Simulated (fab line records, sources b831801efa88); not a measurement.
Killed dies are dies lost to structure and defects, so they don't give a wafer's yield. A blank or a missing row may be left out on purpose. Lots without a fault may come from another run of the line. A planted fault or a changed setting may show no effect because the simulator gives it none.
Chamber matching | flow sky130 | SKY_FIELD_ISO_ETCH_17 on rie_si-01: 3 sister chambers
The step etches Si in HBr/Cl2/O2, target depth 342 nm, time 97.7 s. 16 wafers are shown with their chamber, then 6 later ones without.

WAFERS WITH THEIR CHAMBER
wafer  | chamber | drypump_motor_current_A (A) | oes_product_au (a.u.) | throttle_valve_pct (%)
L223.1 | 3       | 4.9                         | 0.991                 | 25.675
L223.2 | 0       | 5.6                         | 1.000                 | 25.640
L223.4 | 2       | 6.0                         | 1.007                 | 25.647
L224.1 | 2       | 6.0                         | 0.998                 | 25.666
L224.4 | 3       | 4.9                         | 0.982                 | 25.656
L224.6 | 3       | 4.9                         | 0.986                 | 25.669
L225.1 | 0       | 5.5                         | 1.003                 | 25.656
L225.2 | 3       | 4.8                         | 0.990                 | 25.666
L225.6 | 3       | 4.9                         | 0.997                 | 25.668
L230.2 | 0       | 5.6                         | 1.008                 | 25.653
L230.4 | 2       | 6.0                         | 1.004                 | 25.666
L230.6 | 2       | 6.0                         | 1.008                 | 25.663
L232.1 | 0       | 5.6                         | 1.002                 | 25.652
L232.2 | 2       | 6.0                         | 0.996                 | 25.658
L232.4 | 3       | 4.9                         | 0.987                 | 25.667
L235.2 | 0       | 5.6                         | 1.002                 | 25.651

SIGNATURES (means of the wafers above)
reading                 | chamber 0 | chamber 2 | chamber 3 | scatter within a chamber
drypump_motor_current_A | 5.580     | 6.000     | 4.883     | 0.0354
oes_product_au          | 1.00300   | 1.00260   | 0.98883   | 0.00466
throttle_valve_pct      | 25.65040  | 25.66000  | 25.66683  | 0.00676
Rule: a wafer's distance from a chamber is the root of the sum, over the readings, of the square of ((its reading less the chamber's mean) divided by the reading's scatter). The wafer belongs to the nearest chamber; if the next one is less than 2 further off, it can't be placed. The scatter: the root of (the sum of the squares of (reading less its chamber's mean) over the shown wafers, divided by (wafers less chambers)).

WAFERS WITHOUT THEIR CHAMBER
wafer  | drypump_motor_current_A (A) | oes_product_au (a.u.) | throttle_valve_pct (%)
L235.3 | 4.9                         | 0.992                 | 25.665
L241.4 | 4.9                         | 0.990                 | 25.676
L241.5 | 5.6                         | 1.010                 | 25.663
L242.2 | 6.0                         | 1.004                 | 25.666
L242.5 | 4.8                         | 0.992                 | 25.659
L242.6 | 6.0                         | 0.993                 | 25.641

WHICH CHAMBER EACH WENT THROUGH
wafer  | from the rows above | in truth
L235.3 | 3                   | 3
L241.4 | 3                   | 3
L241.5 | 0                   | 0
L242.2 | 2                   | 2
L242.5 | 3                   | 3
L242.6 | 2                   | 2
Placed correctly: 6 of 6. Can't be placed from these rows: 0. Placed wrongly: 0.
